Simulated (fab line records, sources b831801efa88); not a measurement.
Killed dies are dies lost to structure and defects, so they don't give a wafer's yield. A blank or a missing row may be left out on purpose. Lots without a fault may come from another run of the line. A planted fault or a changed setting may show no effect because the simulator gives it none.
Which tool did it? | flow gf180mcu | 12 lots, 36 wafers sampled, at 4 steps of a route of 602

WHAT THE GAUGES READ, wafer by wafer
GF_HV_LDD_TW_MEAS_38.
lot  | measured     | on            | HV_LDD_3_TW
L958 | day 11 17:44 | film_metro-04 | 1410 1411 1417
L959 | day 12 04:35 | film_metro-04 | 1414 1420 1420
L960 | day 12 12:27 | film_metro-04 | 1419 1420 1414
L961 | day 12 22:20 | film_metro-04 | 1422 1412 1409
L963 | day 13 04:30 | film_metro-02 | 1440 1442 1446
L968 | day 14 20:05 | film_metro-03 | 1448 1440 1442
L970 | day 15 13:17 | film_metro-02 | 1422 1436 1433
L973 | day 17 06:59 | film_metro-02 | 1435 1440 1438
L974 | day 18 04:02 | film_metro-02 | 1437 1436 1432
L975 | day 18 04:12 | film_metro-04 | 1414 1421 1424
L979 | day 19 11:59 | film_metro-04 | 1413 1422 1417
L978 | day 19 14:02 | film_metro-02 | 1446 1441 1437

WHICH TOOL RAN EACH LOT (tool, then ch and the chambers of the sampled wafers, then the start)
lot  | GF_DNWELL_STRIP_08                  | GF_VT_IMPLANT_STRIP_42               | GF_POLY_GATE_STRIP_14
L958 | plasma_asher-02 ch 0,1, day 2 23:37 | plasma_asher-02 ch 0,1, day 7 15:28  | plasma_asher-04 ch 0,1, day 9 09:38
L959 | plasma_asher-04 ch 0,1, day 3 05:59 | plasma_asher-02 ch 0,1, day 8 02:07  | plasma_asher-01 ch 0,1, day 9 19:15
L960 | plasma_asher-03 ch 0,1, day 3 10:43 | plasma_asher-02 ch 0,1, day 8 04:57  | plasma_asher-03 ch 0,1, day 10 01:19
L961 | plasma_asher-04 ch 0,1, day 3 17:35 | plasma_asher-03 ch 0,1, day 8 12:52  | plasma_asher-03 ch 0,1, day 10 08:59
L963 | plasma_asher-04 ch 0,1, day 4 02:10 | plasma_asher-02 ch 0,1, day 8 23:40  | plasma_asher-03 ch 0,1, day 10 17:16
L968 | plasma_asher-02 ch 0,1, day 5 05:16 | plasma_asher-01 ch 0,1, day 10 10:49 | plasma_asher-03 ch 0,1, day 12 05:28
L970 | plasma_asher-03 ch 0,1, day 5 16:37 | plasma_asher-03 ch 0,1, day 11 01:13 | plasma_asher-04 ch 0,1, day 12 20:43
L973 | plasma_asher-04 ch 0,1, day 6 16:26 | plasma_asher-01 ch 0,1, day 12 10:51 | plasma_asher-04 ch 0,1, day 14 11:26
L974 | plasma_asher-02 ch 0,1, day 7 03:04 | plasma_asher-01 ch 0,1, day 12 23:30 | plasma_asher-03 ch 0,1, day 15 02:20
L975 | plasma_asher-04 ch 0,1, day 7 03:35 | plasma_asher-03 ch 0,1, day 13 02:46 | plasma_asher-01 ch 0,1, day 15 04:06
L979 | plasma_asher-04 ch 0,1, day 8 00:49 | plasma_asher-03 ch 0, day 14 04:06   | plasma_asher-01 ch 0,1, day 16 11:38
L978 | plasma_asher-02 ch 0,1, day 8 01:17 | plasma_asher-02 ch 1, day 14 04:24   | plasma_asher-04 ch 0,1, day 16 12:17
- GF_DNWELL_STRIP_08: strips in O2/N2.
- GF_VT_IMPLANT_STRIP_42: strips in O2/N2.
- GF_POLY_GATE_STRIP_14: strips in O2/N2.

WHAT THE TOOLS THEMSELVES READ (means of the sampled wafers that have a number; where no wafer has one, the mark that the record gives instead)
GF_DNWELL_STRIP_08.
lot  | tool            | drypump_motor_current_A (A) | heater_power_w (W) | oes_product_au (a.u.) | platen_temp_c (C) | strip_time_to_endpoint_s (s)
L958 | plasma_asher-02 | 5.7                         | 323                | 0.724                 | 250.31            | 37.06
L959 | plasma_asher-04 | 5.3                         | 382                | 0.723                 | 249.99            | 37.04
L960 | plasma_asher-03 | 5.4                         | 327                | 0.723                 | 249.83            | 37.01
L961 | plasma_asher-04 | 5.8                         | 364                | 0.762                 | 253.97            | 34.47
L963 | plasma_asher-04 | 5.8                         | 366                | 0.755                 | 253.98            | 34.43
L968 | plasma_asher-02 | 5.7                         | 321                | 0.726                 | 250.00            | 36.95
L970 | plasma_asher-03 | 5.5                         | 349                | 0.724                 | 250.03            | 37.09
L973 | plasma_asher-04 | 5.8                         | 355                | 0.724                 | 250.28            | 37.04
L974 | plasma_asher-02 | 5.7                         | 323                | 0.727                 | 250.03            | 36.94
L975 | plasma_asher-04 | 5.3                         | 380                | 0.719                 | 250.18            | 36.95
L979 | plasma_asher-04 | 5.8                         | 355                | 0.727                 | 250.34            | 37.27
L978 | plasma_asher-02 | 5.4                         | 322                | 0.719                 | 249.75            | 36.98

GF_VT_IMPLANT_STRIP_42.
lot  | tool            | drypump_motor_current_A (A) | heater_power_w (W) | oes_product_au (a.u.) | platen_temp_c (C) | strip_time_to_endpoint_s (s)
L958 | plasma_asher-02 | 5.7                         | 321                | 0.719                 | 250.01            | 12.66
L959 | plasma_asher-02 | 5.4                         | 329                | 0.717                 | 250.21            | 12.58
L960 | plasma_asher-02 | 5.4                         | 328                | 0.714                 | 250.09            | 12.60
L961 | plasma_asher-03 | 5.5                         | 352                | 0.717                 | 249.92            | 12.60
L963 | plasma_asher-02 | 5.4                         | 322                | 0.718                 | 249.94            | 12.59
L968 | plasma_asher-01 | 6.4                         | 349                | 0.713                 | 250.04            | 12.57
L970 | plasma_asher-03 | 5.4                         | 329                | 0.715                 | 250.05            | 12.59
L973 | plasma_asher-01 | 6.4                         | 351                | 0.715                 | 250.11            | 12.58
L974 | plasma_asher-01 | 6.4                         | 344                | 0.715                 | 250.06            | 12.59
L975 | plasma_asher-03 | 5.3                         | 327                | 0.715                 | 249.86            | 12.66
L979 | plasma_asher-03 | 5.5                         | 362                | 0.713                 | 250.05            | 12.64
L978 | plasma_asher-02 | 5.9                         | 316                | 0.720                 | 249.92            | 12.58

GF_POLY_GATE_STRIP_14.
lot  | tool            | drypump_motor_current_A (A) | heater_power_w (W) | oes_product_au (a.u.) | platen_temp_c (C)
L958 | plasma_asher-04 | 5.8                         | 354                | 0.503                 | 250.21
L959 | plasma_asher-01 | 6.4                         | 351                | 0.509                 | 249.98
L960 | plasma_asher-03 | 5.4                         | 333                | 0.503                 | 250.30
L961 | plasma_asher-03 | 5.4                         | 331                | 0.507                 | 250.09
L963 | plasma_asher-03 | 5.4                         | 350                | 0.505                 | 249.99
L968 | plasma_asher-03 | 5.4                         | 329                | 0.502                 | 250.06
L970 | plasma_asher-04 | 5.3                         | 379                | 0.501                 | 250.08
L973 | plasma_asher-04 | 5.8                         | 357                | 0.504                 | 250.02
L974 | plasma_asher-03 | 5.5                         | 351                | 0.505                 | 250.07
L975 | plasma_asher-01 | 6.4                         | 346                | 0.501                 | 249.86
L979 | plasma_asher-01 | 6.4                         | 347                | 0.505                 | 249.91
L978 | plasma_asher-04 | 5.3                         | 381                | 0.504                 | 250.27

THE ANSWER, worked out from the rows above alone
Rule: what is usual is taken from the lots themselves. Put in order of their means at a reading, lots are off if they are a third of the lots or fewer, leave a main group of 4 or more, and stand apart from it by a gap of 3 or more times the standard deviation of the main group's means; of several such gaps the widest counts. A main group whose means are all the same, to the digits that the tables above print for the reading, isn't used. A lot without any number at a reading at which 4 lots or more have one is off too. The other lots that the step has rows for count as sound. The gauges are gone through in route order, then the tools' own readings, and for those a lot's mean is taken as printed above. The first step at which some lot is off is used, and at that step the reading that is off furthest; a lot without a number counts as furthest.
Off: L961, L963, at GF_DNWELL_STRIP_08 (strip_time_to_endpoint_s). The main group: mean 37.03 s, standard deviation 0.093.
A tool fits if, at that step or a process step before it, it ran every lot that is off, and no sound lot after the first of them. None of those tried fits.

WHAT THE SIMULATOR HAD PUT IN
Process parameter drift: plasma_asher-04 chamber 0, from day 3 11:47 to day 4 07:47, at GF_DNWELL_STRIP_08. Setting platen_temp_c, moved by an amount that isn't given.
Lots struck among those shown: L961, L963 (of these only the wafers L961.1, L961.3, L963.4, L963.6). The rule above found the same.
